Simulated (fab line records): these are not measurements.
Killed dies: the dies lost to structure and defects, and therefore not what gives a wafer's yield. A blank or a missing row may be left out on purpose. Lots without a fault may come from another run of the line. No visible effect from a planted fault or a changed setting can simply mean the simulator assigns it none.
Which tool is to blame? :: flow sky130 :: Sampling: 12 lots, 36 wafers, 4 of 708 route steps

== WHAT EACH GAUGE READ, for each wafer ==
SKY_POLY_GATE_THK_MEAS_01. Usual: for POLY_GATE_CVD_00_THK the level is 179.2 nm and the standard deviation is 1.8.
lot: L269
measured: day 13 18:29
on: film metro-02
POLY_GATE_CVD_00_THK (nm): 179.0 179.0 180.0
flag: 

lot: L270
measured: day 14 09:11
on: film metro-02
POLY_GATE_CVD_00_THK (nm): 181.6 182.4 183.3
flag: 

lot: L271
measured: day 16 00:22
on: film metro-03
POLY_GATE_CVD_00_THK (nm): 175.7 175.2 175.1
flag: 

lot: L273
measured: day 16 00:25
on: film metro-04
POLY_GATE_CVD_00_THK (nm): 181.3 182.8 182.2
flag: 

lot: L274
measured: day 16 04:50
on: film metro-04
POLY_GATE_CVD_00_THK (nm): 178.9 179.3 177.5
flag: 

lot: L277
measured: day 16 11:10
on: film metro-02
POLY_GATE_CVD_00_THK (nm): 180.7 178.6 181.5
flag: 

lot: L279
measured: day 17 03:34
on: film metro-02
POLY_GATE_CVD_00_THK (nm): 179.0 180.9 179.3
flag: 

lot: L278
measured: day 17 09:18
on: film metro-02
POLY_GATE_CVD_00_THK (nm): 180.9 181.1 181.0
flag: 

lot: L283
measured: day 18 13:05
on: film metro-03
POLY_GATE_CVD_00_THK (nm): 178.2 177.1 178.0
flag: 

lot: L286
measured: day 19 19:45
on: film metro-03
POLY_GATE_CVD_00_THK (nm): 177.4 176.1 178.9
flag: 

lot: L290
measured: day 21 03:15
on: film metro-04
POLY_GATE_CVD_00_THK (nm): 178.9 179.7 178.9
flag: 

lot: L292
measured: day 21 22:16
on: film metro-04
POLY_GATE_CVD_00_THK (nm): 179.2 180.8 179.5
flag: 

SKY_LDD_P_TW_MEAS_11. Usual: for LDD_P_TW the level is 632 and the standard deviation is 5.4.
lot: L269
measured: day 18 15:37
on: film metro-02
LDD_P_TW: 625 630 628
flag: 

lot: L270
measured: day 19 04:45
on: film metro-02
LDD_P_TW: 634 632 635
flag: 

lot: L271
measured: day 21 05:42
on: film metro-01
LDD_P_TW: 625 626 621
flag: 

lot: L273
measured: day 21 06:41
on: film metro-02
LDD_P_TW: 632 631 630
flag: 

lot: L274
measured: day 21 15:58
on: film metro-01
LDD_P_TW: 621 623 623
flag: 

lot: L277
measured: day 21 19:52
on: film metro-04
LDD_P_TW: 638 638 642
flag: 

lot: L279
measured: day 22 09:35
on: film metro-02
LDD_P_TW: 627 628 629
flag: 

lot: L278
measured: day 22 16:59
on: film metro-04
LDD_P_TW: 642 636 641
flag: 

lot: L283
measured: day 23 18:42
on: film metro-02
LDD_P_TW: 634 633 630
flag: 

lot: L286
measured: day 25 00:12
on: film metro-04
LDD_P_TW: 635 638 633
flag: 

lot: L290
measured: day 26 06:24
on: film metro-04
LDD_P_TW: 639 638 638
flag: 

lot: L292
measured: day 27 00:47
on: film metro-02
LDD_P_TW: 635 634 636
flag: 

SKY_LDD_HVN_TW_MEAS_10. Usual: for LDD_HVN_TW the level is 1435 and the standard deviation is 9.4.
lot: L269
measured: day 20 00:16
on: film metro-04
LDD_HVN_TW: 1445 1446 1440
flag: 

lot: L270
measured: day 20 11:47
on: film metro-03
LDD_HVN_TW: 1455 1439 1445
flag: 

lot: L271
measured: day 22 12:10
on: film metro-03
LDD_HVN_TW: 1443 1438 1434
flag: 

lot: L273
measured: day 22 13:11
on: film metro-02
LDD_HVN_TW: 1425 1420 1428
flag: 

lot: L274
measured: day 22 22:42
on: film metro-02
LDD_HVN_TW: 1416 1429 1427
flag: 

lot: L277
measured: day 23 01:14
on: film metro-03
LDD_HVN_TW: 1447 1436 1446
flag: 

lot: L279
measured: day 23 16:02
on: film metro-03
LDD_HVN_TW: 1433 1437 1439
flag: 

lot: L278
measured: day 23 23:20
on: film metro-02
LDD_HVN_TW: 2910 2909 2912 2908 2916 2896
flag: OFF

lot: L283
measured: day 25 00:07
on: film metro-02
LDD_HVN_TW: 2888 2908 2897 2888 2904 2886
flag: OFF

lot: L286
measured: day 26 04:53
on: film metro-02
LDD_HVN_TW: 1423 1418 1414
flag: 

lot: L290
measured: day 27 11:31
on: film metro-02
LDD_HVN_TW: 1417 1425 1424
flag: 

lot: L292
measured: day 28 06:11
on: film metro-04
LDD_HVN_TW: 1436 1436 1448
flag: 

== EACH LOT AND THE TOOL THAT RAN IT (in order: tool; ch and the chambers of the sampled wafers; start) ==
lot: L269
SKY_LDD_HVN_IMPLANT_08: implanter-02 ch 0, day 20 00:03

lot: L270
SKY_LDD_HVN_IMPLANT_08: implanter-02 ch 0, day 20 11:32

lot: L271
SKY_LDD_HVN_IMPLANT_08: implanter-04 ch 0, day 22 11:55

lot: L273
SKY_LDD_HVN_IMPLANT_08: implanter-02 ch 0, day 22 12:56

lot: L274
SKY_LDD_HVN_IMPLANT_08: implanter-04 ch 0, day 22 22:29

lot: L277
SKY_LDD_HVN_IMPLANT_08: implanter-02 ch 0, day 23 01:00

lot: L279
SKY_LDD_HVN_IMPLANT_08: implanter-02 ch 0, day 23 15:47

lot: L278
SKY_LDD_HVN_IMPLANT_08: implanter-02 ch 0, day 23 23:05

lot: L283
SKY_LDD_HVN_IMPLANT_08: implanter-02 ch 0, day 24 23:52

lot: L286
SKY_LDD_HVN_IMPLANT_08: implanter-03 ch 0, day 26 04:40

lot: L290
SKY_LDD_HVN_IMPLANT_08: implanter-02 ch 0, day 27 11:16

lot: L292
SKY_LDD_HVN_IMPLANT_08: implanter-04 ch 0, day 28 05:56
- SKY_LDD_HVN_IMPLANT_08

== AS READ BY THE TOOLS THEMSELVES (means over the sampled wafers that have a number; for cases with no such wafer, the mark the record gives instead) ==
SKY_LDD_HVN_IMPLANT_08. Usual: beam on s 10.02 s, standard deviation 0.21; dose ions cm2 3e+13, standard deviation 3.1e+10; end station pressure torr 5.13e-06 Torr, standard deviation 2.5e-07; faraday current uA 169, standard deviation 3.4; tilt deg 40.003 degrees, standard deviation 0.021.
lot: L269
tool: implanter-02
beam on s (s): 9.83
dose ions cm2: 3e+13
end station pressure torr (Torr): 5.25e-06
faraday current uA: 172
tilt deg (degrees): 40.014
flag: 

lot: L270
tool: implanter-02
beam on s (s): 10.12
dose ions cm2: 3e+13
end station pressure torr (Torr): 5.14e-06
faraday current uA: 167
tilt deg (degrees): 39.989
flag: 

lot: L271
tool: implanter-04
beam on s (s): 9.98
dose ions cm2: 3e+13
end station pressure torr (Torr): 5.00e-06
faraday current uA: 170
tilt deg (degrees): 39.998
flag: 

lot: L273
tool: implanter-02
beam on s (s): 10.09
dose ions cm2: 3e+13
end station pressure torr (Torr): 5.13e-06
faraday current uA: 167
tilt deg (degrees): 40.017
flag: 

lot: L274
tool: implanter-04
beam on s (s): 10.10
dose ions cm2: 3e+13
end station pressure torr (Torr): 5.09e-06
faraday current uA: 168
tilt deg (degrees): 39.982
flag: 

lot: L277
tool: implanter-02
beam on s (s): 9.97
dose ions cm2: 3e+13
end station pressure torr (Torr): 5.17e-06
faraday current uA: 169
tilt deg (degrees): 39.990
flag: 

lot: L279
tool: implanter-02
beam on s (s): 10.20
dose ions cm2: 3e+13
end station pressure torr (Torr): 5.07e-06
faraday current uA: 167
tilt deg (degrees): 40.008
flag: 

lot: L278
tool: implanter-02
beam on s (s): 12.26
dose ions cm2: 3e+14
end station pressure torr (Torr): 6.10e-06
faraday current uA: 1416
tilt deg (degrees): 40.006
flag: OFF

lot: L283
tool: implanter-02
beam on s (s): 12.46
dose ions cm2: 3e+14
end station pressure torr (Torr): 6.37e-06
faraday current uA: 1396
tilt deg (degrees): 40.000
flag: OFF

lot: L286
tool: implanter-03
beam on s (s): 10.04
dose ions cm2: 3e+13
end station pressure torr (Torr): 5.02e-06
faraday current uA: 169
tilt deg (degrees): 39.979
flag: 

lot: L290
tool: implanter-02
beam on s (s): 10.17
dose ions cm2: 3e+13
end station pressure torr (Torr): 5.38e-06
faraday current uA: 167
tilt deg (degrees): 40.007
flag: 

lot: L292
tool: implanter-04
beam on s (s): 9.68
dose ions cm2: 3e+13
end station pressure torr (Torr): 5.22e-06
faraday current uA: 175
tilt deg (degrees): 39.987
flag: 

== THE ANSWER, worked out from the rows above alone ==
Rule: a lot counts as off when the mean over its wafers that have a number is more than 3 standard deviations away from the usual mean. Also off: a lot with no number at a reading for which 4 or more lots have one. All remaining lots with rows at the step are treated as sound. The gauges are gone through in route order, then the tools' own readings, and for those a lot's mean is taken as printed above. The first step at which some lot is off is used, and at that step the reading that is off furthest; a lot without a number counts as furthest.
Off: L278, L283, at SKY_LDD_HVN_TW_MEAS_10 (LDD_HVN_TW).
A tool fits if, at a process step before that reading, it ran every lot that is off, and no sound lot after the first of them. Not tried: the gauges at SKY_LDD_HVN_TW_MEAS_10; whatever is off there is also off at SKY_LDD_HVN_IMPLANT_08, on other tools, and gauge error can't account for it. Of those tried, none fits.

== WHAT HAD BEEN PUT IN BY THE SIMULATOR ==
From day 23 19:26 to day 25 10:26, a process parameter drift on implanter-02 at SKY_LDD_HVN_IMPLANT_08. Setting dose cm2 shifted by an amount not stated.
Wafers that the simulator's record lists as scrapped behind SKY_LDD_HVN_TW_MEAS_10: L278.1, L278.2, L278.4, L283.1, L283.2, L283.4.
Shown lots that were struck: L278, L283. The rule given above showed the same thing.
